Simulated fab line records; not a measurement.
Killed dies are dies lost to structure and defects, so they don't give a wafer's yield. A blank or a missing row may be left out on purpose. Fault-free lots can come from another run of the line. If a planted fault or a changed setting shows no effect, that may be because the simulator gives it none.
Problem report in the 8D (eight disciplines) form, filled by code | flow gf180mcu | the parts of the form that need people (team, actions taken, sign-off) are left out

## 1. WHAT IS WRONG
Wafers without a fault read 131.2 s, standard deviation 0.38; run_length_s at GF_STI_ETCH_14 reads a mean of 121.9 s on 3 wafers belonging to 2 lots. That is -24 standard deviations from the usual mean.
The step: etches Si in HBr/Cl2/O2, target depth 360 nm, time 102.9 s.
The first sign was on wafer L788.2 at day 4 10:14, on rie_si-02. The record holds 34 wafers of 12 lots with a number at this step. The rule behind "out" and "out of limits": a value lying over 4 standard deviations away from the usual mean. All remaining wafers that have a number are taken as sound.

## 2. WHAT IT IS AND WHAT IT IS NOT
question                    | is                     | is not
which readings at this step | run_length_s           | O2_flow_sccm, drypump_motor_current_A, oes_product_au, throttle_valve_pct
which lots                  | L788, L789             | L777, L778, L779, L780, L781, L782, L783, L784, L794, L797
which wafers of those lots  | L788.2, L789.2, L789.3 | L788.1
read on which tools         | rie_si-02              | rie_si-01
when                        | from day 4 10:14       | up to then (25 sound wafers); but 6 sound wafers of L794, L797 came after

## 3. WHAT RULES OUT EACH SUSPECT
Counting: any tool at a process step up to the reading remains a suspect provided it ran every lot that is out. Sound lots after the first of them don't rule it out here, since some wafers of a struck lot are sound.
- rie_si-02 at GF_STI_ETCH_14 (etches Si in HBr/Cl2/O2, target depth 360 nm, time 102.9 s): kept. It processed each lot that is out (first: L788, day 4 10:14); up to then, its last sound lot is L781 (day 2 23:07). Out on those wafers are its own readings of run_length_s.
After counting, what remains is rie_si-02 at GF_STI_ETCH_14.

## 4. THE CAUSE (what the simulator had put in)
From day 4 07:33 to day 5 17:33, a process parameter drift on rie_si-02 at GF_STI_ETCH_14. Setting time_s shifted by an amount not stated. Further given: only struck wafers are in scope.
Only this tool survived the counting.

## 5. SEQUENCE OF EFFECTS, ordered by route
Each row: a reading whose mean over the struck wafers that have a number lies more than 3 standard deviations from the usual. Scope: only readings with a usual standard deviation given in the record; hours: median across lots of the time from each lot's start at the first step in this table that gives one to its start at this step; sigmas: change in usual standard deviations.
hours | step           | reading      | usual   | on struck wafers | change | sigmas
0     | GF_STI_ETCH_14 | run_length_s | 131.2 s | 121.9            | -9.3   | -24
Its process steps:
- GF_STI_ETCH_14: etches Si in HBr/Cl2/O2, target depth 360 nm, time 102.9 s.
At these later measuring or inspecting steps, every struck wafer for which the step has a row has a number for every such reading, and none has moved that far: GF_PSD_OVL_MEAS_08.

## 6. WHAT WOULD HAVE CAUGHT IT SOONER
First out-of-limits reading in this record: day 4 10:14, which is 3 hours after fault onset at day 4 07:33.
